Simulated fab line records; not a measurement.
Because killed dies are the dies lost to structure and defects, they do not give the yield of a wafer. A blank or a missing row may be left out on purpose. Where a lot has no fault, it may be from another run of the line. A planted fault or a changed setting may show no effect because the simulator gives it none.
fab line records -- flow gf180mcu
record: lots: 14, wafers: 42, last_day: 36
route steps=602 shown M4@470 V4@492 MIM@505
lots untouched by any fault: they come from a run of this same line in which no faults occurred
start_h: hours from the record's first day to the start of the lot's first wafer shown -- wait_h: time in hours since the lot's previous step -- " identical to the entry in the row above -- L1.1+2: one row covering several wafers at once -- - value missing, or start not given -- * or withheld: withheld -- < > ~ a bound
route shown NAME@n: names a module that has steps shown in the file, with the first one's number in the route -- usual: mean and standard deviation over wafers with no fault -- same: alike in all rows -- chamber/n: place in a boat -- sites: the reading at each site -- _std_site: the standard deviation of these -- _edge_site: outer sites' mean less inner sites' -- radius_mm: for every site, how far away it sits from the centre of the wafer -- mask NAME#n: copy n -- behind: the last tool/chamber to shape the wafer -- hold: why the lot went on hold/how many hours it stayed there/how the hold came to an end -- device: names the non-switching transistor (n, p or np) -- end of line: the route-end tests of the same wafers -- a step with no rows: only its recipe -- killed: count of dies lost to structure and defects at first sort (not the wafer's yield) -- map: shows each die of a wafer: x if killed, . if not, _ if none is there
set.NAME: the run value of the setting; set.NAME@STEP: its run value at that earlier step -- model.NAME: the simulator's own value behind a step, which no gauge read
a sample of lots followed through the steps of the route, with each step as a table and each wafer as a row
services: when a tool's chamber went out of use (start_h, in hours from the record's first day, below 0 if earlier), for how many hours, and the reason
== steps ==
step: GF_M4_CD_MEAS_14
recipe: target_cd_nm: 280
usual: cd_nm: 280.1/1.6
lot.wafer,tool,chamber,start_h,wait_h,cd_nm
L369.1,cd_sem-02,-,590.07,0.1,280.8
L369.3,cd_sem-02,-,590.07,0.1,280.8
L369.4,cd_sem-02,-,590.07,0.1,280.5
L370.1,cd_sem-01,-,603.97,0.1,281.0
L370.2,cd_sem-01,-,603.97,0.1,281.0
L370.3,cd_sem-01,-,603.97,0.1,281.9
L371.1,cd_sem-02,-,605.95,0.1,280.4
L371.2,cd_sem-02,-,605.95,0.1,280.4
L371.5,cd_sem-02,-,605.95,0.1,280.4
L372.2,cd_sem-02,-,618.23,0.1,284.5
L372.4,cd_sem-02,-,618.23,0.1,283.9
L372.5,cd_sem-02,-,618.23,0.1,284.6
L373.2,cd_sem-02,-,627.67,0.1,279.9
L373.3,cd_sem-02,-,627.67,0.1,280.5
L373.6,cd_sem-02,-,627.67,0.1,279.5
L374.2,cd_sem-01,-,638.59,0.1,279.4
L374.4,cd_sem-01,-,638.59,0.1,279.6
L374.6,cd_sem-01,-,638.59,0.1,279.9
L382.2,cd_sem-01,-,687.03,0.1,282.2
L382.3,cd_sem-01,-,687.03,0.1,282.2
L382.4,cd_sem-01,-,687.03,0.1,282.6
L384.1,cd_sem-02,-,695.05,0.1,279.2
L384.2,cd_sem-02,-,695.05,0.1,279.3
L384.4,cd_sem-02,-,695.05,0.1,279.3
L387.4,cd_sem-02,-,722.26,0.1,281.5
L387.5,cd_sem-02,-,722.26,0.1,281.1
L387.6,cd_sem-02,-,722.26,0.1,280.8
L388.2,cd_sem-01,-,722.43,0.1,279.1
L388.3,cd_sem-01,-,722.43,0.1,279.9
L388.5,cd_sem-01,-,722.43,0.1,278.6
L389.2,cd_sem-02,-,728.49,0.1,281.5
L389.4,cd_sem-02,-,728.49,0.1,281.7
L389.6,cd_sem-02,-,728.49,0.1,280.9
L390.2,cd_sem-01,-,735.57,0.1,281.2
L390.5,cd_sem-01,-,735.57,0.1,281.6
L390.6,cd_sem-01,-,735.57,0.1,282.3
L391.4,cd_sem-01,-,744.41,0.1,278.4
L391.5,cd_sem-01,-,744.41,0.1,279.1
L391.6,cd_sem-01,-,744.41,0.1,278.9
L386.1,cd_sem-01,-,745.65,0.1,281.5
L386.2,cd_sem-01,-,745.65,0.1,281.7
L386.6,cd_sem-01,-,745.65,0.1,282.1
step: GF_V4_ETCH_16
recipe: chemistry: N2/H2, target_depth_a: withheld, overetch_a: withheld, time_s: withheld, target: BARC, ion_energy_ev: 200, source_w: 500, bias_w: 100, pressure_mtorr: 30, n2_flow_sccm: 100, h2_flow_sccm: 200
usual: bias_w: 100.0/0.3, chamber_pressure_mTorr: 29.999/0.026, drypump_motor_current_A: 5.8/0.4, oes_product_au: 0.855/0.0046, throttle_valve_pct: 13.225/0.0093
lot.wafer,tool,chamber,start_h,wait_h,bias_w,chamber_pressure_mTorr,drypump_motor_current_A,oes_product_au,throttle_valve_pct
L369.1,rie_diel-04,3,614.71,0.0,99.3,30.023,5.9,0.857,13.229
L369.3,rie_diel-04,2,614.71,0.0,99.9,29.927,5.5,0.853,13.221
L369.4,rie_diel-04,1,614.71,0.0,100.6,30.018,6.5,0.848,13.221
L370.1,rie_diel-01,1,627.46,0.0,100.1,30.025,6.3,0.855,13.236
L370.2,rie_diel-01,0,627.46,0.0,100.5,30.030,5.9,0.846,13.218
L370.3,rie_diel-01,3,627.46,0.0,100.1,29.977,5.6,0.857,13.232
L371.1,rie_diel-01,0,629.51,0.0,99.7,30.029,5.9,0.859,13.227
L371.2,rie_diel-01,1,629.51,0.0,100.2,30.036,6.3,0.857,13.229
L371.5,rie_diel-01,3,629.51,0.0,100.3,30.029,5.6,0.856,13.225
L372.2,rie_diel-01,0,641.62,0.0,100.0,30.072,5.9,0.860,13.216
L372.4,rie_diel-01,1,641.62,0.0,99.9,29.992,6.3,0.850,13.212
L372.5,rie_diel-01,3,641.62,0.0,100.3,30.002,5.6,0.847,13.237
L373.2,rie_diel-01,1,651.12,0.0,100.3,29.999,6.3,0.861,13.239
L373.3,rie_diel-01,3,651.12,0.0,99.8,30.024,5.6,0.853,13.231
L373.6,rie_diel-01,1,651.12,0.0,100.0,29.978,6.3,0.853,13.224
L374.2,rie_diel-04,0,661.77,0.0,100.4,30.045,5.3,0.854,13.237
L374.4,rie_diel-04,3,661.77,0.0,99.5,30.046,5.9,0.854,13.218
L374.6,rie_diel-04,0,661.77,0.0,100.4,29.977,5.3,0.847,13.223
L382.2,rie_diel-01,1,708.70,0.0,100.0,29.990,6.3,0.852,13.221
L382.3,rie_diel-01,0,708.70,0.0,100.4,29.995,5.9,0.854,13.220
L382.4,rie_diel-01,2,708.70,0.0,99.1,29.975,5.9,0.853,13.208
L384.1,rie_diel-03,0,716.70,0.0,99.8,30.002,5.5,0.857,13.232
L384.2,rie_diel-03,2,716.70,0.0,99.9,30.014,5.0,0.858,13.234
L384.4,rie_diel-03,2,716.70,0.0,100.0,29.994,5.1,0.854,13.214
L387.4,rie_diel-04,1,743.32,0.0,100.3,29.985,6.5,0.857,13.224
L387.5,rie_diel-04,3,743.32,0.0,100.4,30.033,5.9,0.857,13.232
L387.6,rie_diel-04,2,743.32,0.0,100.2,29.967,5.6,0.854,13.229
L388.2,rie_diel-01,0,743.67,0.0,100.2,29.981,6.0,0.851,13.238
L388.3,rie_diel-01,1,743.67,0.0,100.0,30.002,6.3,0.855,13.227
L388.5,rie_diel-01,3,743.67,0.0,99.7,29.982,5.6,0.860,13.236
L389.2,rie_diel-04,1,748.55,0.0,99.4,29.977,6.5,0.862,13.234
L389.4,rie_diel-04,0,748.55,0.0,99.7,30.000,5.3,0.861,13.222
L389.6,rie_diel-04,3,748.55,0.0,100.6,29.971,5.9,0.858,13.217
L390.2,rie_diel-01,1,755.46,0.0,99.9,30.001,6.3,0.854,13.219
L390.5,rie_diel-01,2,755.46,0.0,99.7,29.972,6.0,0.853,13.223
L390.6,rie_diel-01,1,755.46,0.0,100.1,30.018,6.3,0.857,13.244
L391.4,rie_diel-03,2,765.30,0.0,100.4,29.983,5.1,0.851,13.229
L391.5,rie_diel-03,1,765.30,0.0,99.8,29.957,6.0,0.858,13.226
L391.6,rie_diel-03,0,765.30,0.0,100.2,30.019,5.5,0.857,13.213
L386.1,rie_diel-04,0,766.55,0.0,99.6,29.987,5.2,0.860,13.227
L386.2,rie_diel-04,3,766.55,0.0,100.3,29.992,5.9,0.848,13.206
L386.6,rie_diel-04,2,766.55,0.0,99.9,30.016,5.6,0.850,13.224
step: GF_V4_ETCH_17
recipe: chemistry: C4F8/O2/Ar, mask_material: KrF, target: SiO2, stop_on: TiN, source_w: 1500, bias_w: 1200, pressure_mtorr: 40, c4f8_flow_sccm: withheld, O2_flow_sccm: 6, Ar_flow_sccm: 300, time_s: withheld, target_depth_a: 6300
usual: bias_w: 1200/3.7, chamber_pressure_mTorr: 40.00/0.037, oes_product_au: 0.856/0.0045
lot.wafer,tool,chamber,start_h,wait_h,bias_w,chamber_pressure_mTorr,oes_product_au
L369.1,rie_diel-04,3,614,-,1195,39.98,0.859
L369.3,rie_diel-04,2,614,-,1201,39.91,0.859
L369.4,rie_diel-04,1,614,-,1190,40.00,0.853
L370.1,rie_diel-01,1,627,-,1201,40.02,0.862
L370.2,rie_diel-01,0,627,-,1208,40.04,0.853
L370.3,rie_diel-01,3,627,-,1199,40.09,0.854
L371.1,rie_diel-01,0,629,-,1197,39.98,0.857
L371.2,rie_diel-01,1,629,-,1198,39.98,0.863
L371.5,rie_diel-01,3,629,-,1197,40.03,0.851
L372.2,rie_diel-01,0,641,-,1212,39.99,0.851
L372.4,rie_diel-01,1,641,-,1204,40.02,0.855
L372.5,rie_diel-01,3,641,-,1203,40.02,0.854
L373.2,rie_diel-01,1,651,-,-,-,-
L373.3,rie_diel-01,3,651,-,-,-,-
L373.6,rie_diel-01,1,651,-,-,-,-
L374.2,rie_diel-04,0,661,-,-,-,-
L374.4,rie_diel-04,3,661,-,-,-,-
L374.6,rie_diel-04,0,661,-,-,-,-
L382.2,rie_diel-01,1,708,-,1201,40.05,0.859
L382.3,rie_diel-01,0,708,-,1199,40.00,0.858
L382.4,rie_diel-01,2,708,-,1198,40.00,0.853
L384.1,rie_diel-03,0,716,-,1202,40.05,0.865
L384.2,rie_diel-03,2,716,-,1190,40.01,0.860
L384.4,rie_diel-03,2,716,-,1203,39.98,0.865
L387.4,rie_diel-04,1,743,-,1206,40.00,0.857
L387.5,rie_diel-04,3,743,-,1198,39.96,0.849
L387.6,rie_diel-04,2,743,-,1197,40.04,0.857
L388.2,rie_diel-01,0,743,-,1203,39.99,0.862
L388.3,rie_diel-01,1,743,-,1199,40.03,0.852
L388.5,rie_diel-01,3,743,-,1194,40.05,0.861
L389.2,rie_diel-04,1,748,-,1204,40.00,0.851
L389.4,rie_diel-04,0,748,-,1205,39.98,0.863
L389.6,rie_diel-04,3,748,-,1198,40.01,0.853
L390.2,rie_diel-01,1,755,-,1198,39.90,0.853
L390.5,rie_diel-01,2,755,-,1206,40.04,0.853
L390.6,rie_diel-01,1,755,-,1202,40.07,0.859
L391.4,rie_diel-03,2,765,-,1198,39.99,0.855
L391.5,rie_diel-03,1,765,-,1198,39.99,0.856
L391.6,rie_diel-03,0,765,-,1197,40.01,0.868
L386.1,rie_diel-04,0,766,-,1203,40.00,0.857
L386.2,rie_diel-04,3,766,-,1201,40.01,0.852
L386.6,rie_diel-04,2,766,-,1202,40.00,0.856
step: GF_V4_STRIP_18
recipe: chemistry: O2/N2, power_w: 1400, pressure_mtorr: 1500, platen_temp_c: 250, o2_flow_sccm: 3000, n2_flow_sccm: 300, overash_fraction: 0.5
usual: chamber_pressure_mTorr: 1499.8/1.5, drypump_motor_current_A: 5.5/0.32, heater_power_w: 349/41, o2_flow_sccm: 2997/10, oes_product_au: 0.592/0.0056
lot.wafer,tool,chamber,start_h,wait_h,chamber_pressure_mTorr,drypump_motor_current_A,heater_power_w,o2_flow_sccm,oes_product_au,rf_hours_counter_h
L369.1,plasma_asher-04,1,614.84,-,1500.3,6.0,425,2997,0.596,58
L369.3,plasma_asher-04,0,614.84,-,1500.7,5.0,341,3017,0.596,-
L369.4,plasma_asher-04,1,614.84,-,1499.3,5.9,430,3002,0.594,-
L370.1,plasma_asher-03,1,627.58,-,1498.9,5.4,367,3004,0.579,22
L370.2,plasma_asher-03,0,627.58,-,1500.1,5.4,314,2990,0.600,22
L370.3,plasma_asher-03,0,627.58,-,1501.4,5.4,317,2987,0.590,-
L371.1,plasma_asher-03,0,629.64,-,1499.7,5.4,314,2980,0.600,22
L371.2,plasma_asher-03,1,629.64,-,1496.3,5.4,354,3017,0.588,22
L371.5,plasma_asher-03,0,629.64,-,1499.4,5.4,318,2981,0.594,-
L372.2,plasma_asher-02,1,641.75,-,1500.0,5.8,357,3003,0.593,99
L372.4,plasma_asher-02,0,641.75,-,1500.4,5.1,307,2987,0.598,-
L372.5,plasma_asher-02,1,641.75,-,1502.5,5.9,359,3006,0.589,-
L373.2,plasma_asher-02,1,651.25,-,1496.8,5.9,355,3010,0.660,100
L373.3,plasma_asher-02,0,651.25,-,1498.8,5.1,301,2985,0.662,-
L373.6,plasma_asher-02,0,651.25,-,1498.1,5.1,297,3000,0.677,-
L374.2,plasma_asher-04,0,661.90,-,1500.1,5.0,332,2999,0.665,63
L374.4,plasma_asher-04,0,661.90,-,1496.1,5.0,338,2989,0.674,-
L374.6,plasma_asher-04,1,661.90,-,1498.8,6.0,425,2994,0.672,-
L382.2,plasma_asher-03,1,708.83,-,1500.9,5.4,352,2982,0.584,31
L382.3,plasma_asher-03,0,708.83,-,1499.3,5.4,314,3003,0.589,-
L382.4,plasma_asher-03,1,708.83,-,1500.9,5.4,355,2996,0.580,-
L384.1,plasma_asher-04,0,716.83,-,1500.6,5.0,339,2992,0.591,69
L384.2,plasma_asher-04,1,716.83,-,1499.3,6.0,438,2996,0.593,69
L384.4,plasma_asher-04,0,716.83,-,1502.1,5.0,336,2983,0.591,-
L387.4,plasma_asher-02,0,743.48,-,1498.9,5.1,299,2987,0.590,-
L387.5,plasma_asher-02,1,743.48,-,1500.8,5.8,383,2996,0.604,-
L387.6,plasma_asher-02,0,743.48,-,1501.5,5.1,293,2984,0.581,-
L388.2,plasma_asher-03,1,743.80,-,1498.4,5.4,359,3006,0.590,35
L388.3,plasma_asher-03,1,743.80,-,1500.5,5.4,358,2995,0.588,-
L388.5,plasma_asher-03,0,743.80,-,1500.7,5.4,312,2986,0.596,-
L389.2,plasma_asher-03,0,748.68,-,1498.2,5.4,311,3005,0.586,35
L389.4,plasma_asher-03,1,748.68,-,1500.3,5.4,354,3000,0.599,-
L389.6,plasma_asher-03,0,748.68,-,1500.4,5.4,314,2992,0.590,-
L390.2,plasma_asher-04,0,755.58,-,1497.0,5.0,339,2998,0.595,74
L390.5,plasma_asher-04,1,755.58,-,1499.1,6.0,429,3005,0.582,-
L390.6,plasma_asher-04,0,755.58,-,1499.5,5.0,339,3004,0.590,-
L391.4,plasma_asher-03,1,765.47,-,1498.2,5.4,357,3008,0.602,-
L391.5,plasma_asher-03,1,765.47,-,1498.8,5.4,362,2998,0.592,-
L391.6,plasma_asher-03,0,765.47,-,1498.4,5.4,312,3009,0.588,-
L386.1,plasma_asher-02,0,766.68,-,1498.5,5.1,300,2990,0.592,2
L386.2,plasma_asher-02,1,766.68,-,1501.9,5.8,378,2991,0.588,2
L386.6,plasma_asher-02,0,766.68,-,1499.4,5.1,301,2988,0.593,-
step: GF_MIM_SPUTTER_02
recipe: material: AlCu, target_thk_nm: 450, power_w: 10600, time_s: 23.9, chamber_pressure_pa: 0.4
usual: throttle_valve_pct: 30.0/1.2
same: time_s: 23.9
lot.wafer,tool,chamber,start_h,wait_h,throttle_valve_pct
L369.1,pvd_sputter-01,-,616.22,0.0,29.9
L369.3,pvd_sputter-01,-,616.22,0.0,28.9
L369.4,pvd_sputter-01,-,616.22,0.0,30.8
L370.1,pvd_sputter-04,-,628.98,0.0,31.1
L370.2,pvd_sputter-04,-,628.98,0.0,28.5
L370.3,pvd_sputter-04,-,628.98,0.0,29.2
L371.1,pvd_sputter-02,-,631.01,0.0,29.4
L371.2,pvd_sputter-02,-,631.01,0.0,27.6
L371.5,pvd_sputter-02,-,631.01,0.0,27.5
L372.2,pvd_sputter-04,-,643.12,0.0,32.2
L372.4,pvd_sputter-04,-,643.12,0.0,29.0
L372.5,pvd_sputter-04,-,643.12,0.0,31.2
L382.2,pvd_sputter-04,-,710.19,0.0,29.0
L382.3,pvd_sputter-04,-,710.19,0.0,32.2
L382.4,pvd_sputter-04,-,710.19,0.0,29.1
L384.1,pvd_sputter-01,-,718.60,0.0,28.9
L384.2,pvd_sputter-01,-,718.60,0.0,30.6
L384.4,pvd_sputter-01,-,718.60,0.0,30.8
L387.4,pvd_sputter-01,-,744.81,0.0,30.5
L387.5,pvd_sputter-01,-,744.81,0.0,30.3
L387.6,pvd_sputter-01,-,744.81,0.0,30.5
L388.2,pvd_sputter-04,-,745.41,0.0,28.6
L388.3,pvd_sputter-04,-,745.41,0.0,31.0
L388.5,pvd_sputter-04,-,745.41,0.0,28.6
L389.2,pvd_sputter-02,-,750.04,0.0,30.3
L389.4,pvd_sputter-02,-,750.04,0.0,29.6
L389.6,pvd_sputter-02,-,750.04,0.0,27.6
L390.2,pvd_sputter-01,-,756.95,0.0,30.5
L390.5,pvd_sputter-01,-,756.95,0.0,30.1
L390.6,pvd_sputter-01,-,756.95,0.0,28.4
L391.4,pvd_sputter-04,-,766.82,0.0,28.6
L391.5,pvd_sputter-04,-,766.82,0.0,30.9
L391.6,pvd_sputter-04,-,766.82,0.0,29.2
L386.1,pvd_sputter-01,-,768.07,0.0,30.7
L386.2,pvd_sputter-01,-,768.07,0.0,30.1
L386.6,pvd_sputter-01,-,768.07,0.0,30.5
== services ==
tool,chamber,start_h,hours,kind
rie_diel-01,3,608.86,13.3,repair
pvd_sputter-04,-,615.24,5.2,repair
pvd_sputter-01,-,624.66,13.4,repair
pvd_sputter-02,-,639.13,2.7,repair
rie_diel-01,2,641.48,-,clean
rie_diel-01,2,641.48,22.5,scheduled_down
rie_diel-01,2,641.48,22.5,vent_cycle
pvd_sputter-01,3,663.47,-,consumable_replace:kit
pvd_sputter-01,3,663.47,18.0,scheduled_down
pvd_sputter-01,3,663.47,18.0,vent_cycle
pvd_sputter-01,-,666.43,5.6,repair
pvd_sputter-04,3,681.55,-,consumable_replace:kit
pvd_sputter-04,3,681.55,18.0,scheduled_down
pvd_sputter-04,3,681.55,18.0,vent_cycle
rie_diel-03,1,709.83,-,clean
rie_diel-03,1,709.83,24.8,scheduled_down
rie_diel-03,1,709.83,24.8,vent_cycle
rie_diel-04,2,730.61,5.2,repair
plasma_asher-02,-,733.75,9.0,pm
plasma_asher-02,0,733.75,9.0,vent_cycle
plasma_asher-02,1,733.75,9.0,vent_cycle
rie_diel-01,2,740.85,6.9,repair
pvd_sputter-02,-,743.84,1.5,repair
pvd_sputter-04,-,756.69,3.2,repair
== key ==
first_sign: step: GF_V4_ETCH_17, reading: tool_record, direction: missing
effect: step: GF_V4_STRIP_18, reading: oes_product_au, direction: up, sigmas: 14, usual: 0.592, struck: 0.668
met_at GF_V4_ETCH_17
struck_lots L373,L374
later_rows_left_out L373.2,L373.3,L373.6,L374.2,L374.4,L374.6
sort_left_out L373.2,L373.3,L373.6,L374.2,L374.4,L374.6
not_acting_at GF_M4_CD_MEAS_14,GF_V4_ETCH_16,GF_MIM_SPUTTER_02
onset_between 641 651
fault: kind: skipped_step_whole, tool: rie_diel-01,rie_diel-04, chamber: -, onset_h: 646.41, steps: GF_V4_ETCH_17, scope: struck_lots_only
sort_left_out: the simulated sort isn't trusted on such a fault, so these wafers' sort isn't shown, and their yield isn't known
later_rows_left_out: the simulator's readings of these wafers behind a module that went badly wrong aren't trusted and aren't shown, but for the sort
